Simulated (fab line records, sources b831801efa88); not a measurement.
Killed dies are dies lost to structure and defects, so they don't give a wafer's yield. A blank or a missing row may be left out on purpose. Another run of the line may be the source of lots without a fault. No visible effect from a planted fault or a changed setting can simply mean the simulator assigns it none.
Code-filled problem report in 8D (eight disciplines) form	flow sky130	the parts of the form that need people (team, actions taken, sign-off) are left out

== 1. THE ISSUE ==
Across 6 wafers from 2 lots, VIA2_HDPCVD_THK at SKY_VIA2_THK_MEAS_01 averages 813 nm, while fault-free wafers read 1178 nm with a standard deviation of 12. That is -30 standard deviations from the usual mean.
The first sign was on wafer L551.1 at day 42 05:57, on film metro-02. The record holds 36 wafers of 12 lots with a number at this step. Rule for "out", or "out of limits": more than 4 standard deviations from the usual mean. All remaining wafers that have a number are taken as sound.

== 2. WHAT THIS IS AND IS NOT ==
question	is	is not
which readings at this step	VIA2_HDPCVD_THK	-
which lots	L551, L552	L529, L530, L531, L533, L534, L537, L538, L539, L542, L543
which wafers of those lots	all that have a number	-
read on which gauges	film metro-01, film metro-02	film metro-03
when	from day 42 05:57	up to then (30 sound wafers)

== 3. THE SUSPECTS, EACH WITH WHAT RULES IT OUT ==
Counting: a tool at a process step up to the reading stays a suspect if it ran every lot that is out and no sound lot after the first of them.
- ruled out: the gauge at SKY_VIA2_THK_MEAS_01. Those wafers that are out were read across 2 gauges (film metro-01, film metro-02).
- hdpcvd-01 at SKY_VIA2_HDPCVD_00 (deposits SiO2, target thk 1180 nm, time 196.7 s): kept. It ran every lot that is out, first L551 (day 42 05:50), and no sound lot after that; its last sound lot up to then is L539 (day 39 04:23).
Left after counting: hdpcvd-01 at SKY_VIA2_HDPCVD_00.

== 4. THE CAUSE (what the simulator had put in) ==
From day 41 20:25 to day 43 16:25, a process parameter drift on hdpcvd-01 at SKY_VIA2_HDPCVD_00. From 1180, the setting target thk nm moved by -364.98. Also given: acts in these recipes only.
Only this tool survived the counting.

== 5. THE EFFECT CHAIN, in route order ==
One row per reading whose mean, taken over the struck wafers that have a number, lies over 3 standard deviations from the usual. Scope: only readings with a usual standard deviation given in the record; hours: median across lots of the time from each lot's start at the first step in this table that gives one to its start at this step; sigmas: change in usual standard deviations.
hours	step	reading	usual	on struck wafers	change	sigmas
0	SKY_VIA2_THK_MEAS_01	VIA2_HDPCVD_THK	1178 nm	813	-365	-30
Later steps that measure or inspect, where all struck wafers having a row at the step show a number for every such reading and not one has moved that far: SKY_VIA2_BOW_MEAS_03.

== 6. HOW IT WOULD HAVE BEEN CAUGHT EARLIER ==
10 hours passed between the start of the fault at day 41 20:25 and the first reading out of limits at a measuring or inspecting step in this record, taken at day 42 05:57.
Lots out: 2; of these, L552 started SKY_VIA2_HDPCVD_00 on hdpcvd-01 after day 42 05:57. A tool hold placed at that time would have kept it from harm.
